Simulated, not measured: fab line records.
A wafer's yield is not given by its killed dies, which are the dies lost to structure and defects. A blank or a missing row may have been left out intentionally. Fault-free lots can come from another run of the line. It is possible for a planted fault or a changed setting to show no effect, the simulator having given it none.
Which tool is to blame?	flow gf180mcu	6 lots with 18 wafers sampled at 4 steps, on a route of 602 steps

== WHAT EACH GAUGE READ, for each wafer ==
GF_MIM_THK_MEAS_06.
lot	measured	on	MIM_CVD_05_THK (nm)
L839	day 25 06:26	filmMetro-01	41.4 41.3 41.6
L843	day 26 22:42	filmMetro-03	41.4 41.6 41.9
L846	day 27 12:48	filmMetro-01	40.6 41.1 41.5
L849	day 28 19:04	filmMetro-03	41.8 41.9 41.9
L852	day 29 10:13	filmMetro-04	39.9 40.1 40.2
L861	day 31 12:51	filmMetro-04	41.9 40.8 41.5

== WHAT TOOL EACH LOT RAN ON (gives the tool, then ch and the chambers of the sampled wafers, and finally the start) ==
lot	GF_MIM_SPUTTER_00	GF_MIM_SPUTTER_01	GF_MIM_CVD_05
L839	pvdSputter-03, day 25 06:11	pvdSputter-03, day 25 06:17	pecvd-02 ch 0,1,2, day 25 06:25
L843	pvdSputter-03, day 26 22:27	pvdSputter-03, day 26 22:33	pecvd-03 ch 0,1,2, day 26 22:40
L846	pvdSputter-01, day 27 12:33	pvdSputter-01, day 27 12:39	pecvd-03 ch 0,1, day 27 12:46
L849	pvdSputter-03, day 28 18:48	pvdSputter-03, day 28 18:54	pecvd-03 ch 0,1, day 28 19:01
L852	pvdSputter-02, day 29 09:58	pvdSputter-02, day 29 10:04	pecvd-02 ch 0,1, day 29 10:11
L861	pvdSputter-01, day 31 12:36	pvdSputter-01, day 31 12:42	pecvd-03 ch 0,1,2, day 31 12:49
- GF_MIM_SPUTTER_00: material Ti, target thk 37.5 nm, time 150 s.
- GF_MIM_SPUTTER_01: material TiN, target thk 30 nm, time 25 s.
- GF_MIM_CVD_05: deposits Si3N4, target thk 42 nm, time 29.086 s.

== THE ANSWER, worked out from the rows above alone ==
Rule: what is usual is taken from the lots themselves. Put in order of their means at a reading, lots are off if they are a third of the lots or fewer, leave a main group of 4 or more, and stand apart from it by a gap of 3 or more times the standard deviation of the main group's means; of several such gaps the widest counts. A main group is skipped when, at the precision printed for the reading in the tables above, its means are all equal. Also off: a lot with no number at a reading for which 4 or more lots have one. Any other lot the step has rows for is counted as sound.
Off: at GF_MIM_THK_MEAS_06 (MIM_CVD_05_THK), L852. For the main group the mean is 41.5 nm and the standard deviation 0.27.
If a tool, at a process step before that reading, ran all the lots that are off and no sound lot after the first of them, it fits. Gauges at GF_MIM_THK_MEAS_06: tried the same way as those tools. This does not decide it: 2 tools fit, namely pvdSputter-02 at GF_MIM_SPUTTER_00 and GF_MIM_SPUTTER_01 and pecvd-02 at GF_MIM_CVD_05.

== WHAT THE SIMULATOR PUT IN ==
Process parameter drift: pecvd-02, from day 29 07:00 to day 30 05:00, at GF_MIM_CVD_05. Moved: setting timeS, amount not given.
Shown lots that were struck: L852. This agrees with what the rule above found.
